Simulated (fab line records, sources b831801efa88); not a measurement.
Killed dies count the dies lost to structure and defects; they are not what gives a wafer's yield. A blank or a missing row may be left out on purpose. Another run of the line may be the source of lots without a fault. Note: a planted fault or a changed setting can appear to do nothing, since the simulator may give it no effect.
A struck lot beside a sound one | flow sfq-line | 14 steps out of a route of 325
Sound: wafers L827.2, L827.5, L827.6. Struck: wafer L824.3 (left out: L824.1, L824.6 of the same lot, which were not struck); the cause appears at the end.
Each step with rows lists, per side, the tool, then ch with its chambers, then its first start. Under that, the readings that differ: sound wafers | struck wafers | difference of the means | sigmas: that difference in standard deviations of wafers without a fault.
alike: same words and numbers on both sides, and readings whose means sit less than 2 such deviations apart. not compared: any withheld reading, any reading some wafer has no value for, any bound like >300 that may hide the same value, and any number with overlapping values for which the record gives no deviation.
Wherever a step has rows on one side only, a row that says differs or no value, or a row with sigmas, the two part there. Non-overlapping numbers with no deviation appear without sigmas and do not part them. Lack of a reading on every wafer of one side parts them only where that side has two or more wafers.

SFQ_TRILAYER_JJ_CE_BARC_OPEN_RIE_150: chemistry O2, target BARC, target depth 240 nm, time 80 s.
  sound on rie-metal-03 ch 0,1, day 68 21:23; struck on rie-metal-01 ch 0, day 64 03:26
  alike: drypump-motor-current-A, oes-product-au
  not compared: rf-hours-counter-h
SFQ_TRILAYER_JJ_CE_ETCH_RIE_118: chemistry SF6, target Nb, stops on Al2O3, time 97.7 s, target depth 170 nm.
  sound on rie-metal-03 ch 0,1, day 68 21:29; struck on rie-metal-01 ch 0, day 64 03:31
  reading               | sound             | struck | difference | sigmas
  oes-product-au (a.u.) | 0.998 0.999 0.992 | 0.974  | -0.022     | -2
  alike: drypump-motor-current-A
  not compared: rf-hours-counter-h
then, 1 step without rows for these wafers: SFQ_TRILAYER_JJ_ANODIZE_ANODIZE_119.
SFQ_TRILAYER_JJ_CE_STRIP_STRIP_120: strips in O2.
  sound on rie-metal-01 ch 0,1, day 68 22:05; struck on rie-metal-03 ch 1, day 64 04:08
  alike: drypump-motor-current-A, oes-product-au
  not compared: rf-hours-counter-h
then, 7 steps without rows for these wafers: SFQ_TRILAYER_JJ_CE_STRIP_SOLV_CLEAN_121 (cleans in NMP, time 600 s); SFQ_TRILAYER_M5_LITHO_COAT_128 (resist thk 62 nm); SFQ_TRILAYER_M5_LITHO_COAT_123 (resist thk 600 nm); SFQ_TRILAYER_M5_LITHO_SOFTBAKE_127; SFQ_TRILAYER_M5_LITHO_EXPOSE_124 (exposes mask M5, target cd 700 nm); SFQ_TRILAYER_M5_LITHO_PEB_126 (peb time 60 s); SFQ_TRILAYER_M5_LITHO_DEVELOP_125 (time 60 s).
-- the record jumps here: 4 days lie between the struck wafers' starts before and after --
SFQ_M5_OVL_MEAS_932:
  sound on overlay-01 at day 71 19:17; struck on overlay-02 at day 68 10:33
  alike: M5_OVL
SFQ_TRILAYER_M5_BARC_OPEN_METAL_ETCH_161: etches BARC in O2, target depth 125 nm, time 41.7 s.
  sound on rie-metal-02 ch 1, day 71 19:21; struck on rie-metal-03 ch 1, day 68 10:35
  reading                                             | sound           | struck | difference | sigmas
  drypump-motor-current-A (A)                         | 6.3 6.3 6.3     | 5.2    | -1.1       | -3
  model.KrF_of_TRILAYER_M5_LITHO_COAT_123.thk-nm (nm) | 517.5 516.8 517 | 520    | +3         |
  alike: oes-product-au
  not compared: rf-hours-counter-h
SFQ_TRILAYER_M5_ETCH_METAL_ETCH_126: etches Nb in Cl2/BCl3, stops on SiO2, time 203.2 s, target depth 265 nm.
  sound on rie-metal-02 ch 1, day 71 19:34; struck on rie-metal-03 ch 1, day 68 10:38
  reading                     | sound       | struck | difference | sigmas
  drypump-motor-current-A (A) | 6.3 6.3 6.3 | 5.2    | -1.1       | -3
  alike: oes-product-au
  not compared: rf-hours-counter-h

WHERE THEY PART
Last at SFQ_TRILAYER_M5_ETCH_METAL_ETCH_126 as far as this record goes, first at SFQ_TRILAYER_JJ_CE_ETCH_RIE_118.

WHY: the cause the simulator had injected
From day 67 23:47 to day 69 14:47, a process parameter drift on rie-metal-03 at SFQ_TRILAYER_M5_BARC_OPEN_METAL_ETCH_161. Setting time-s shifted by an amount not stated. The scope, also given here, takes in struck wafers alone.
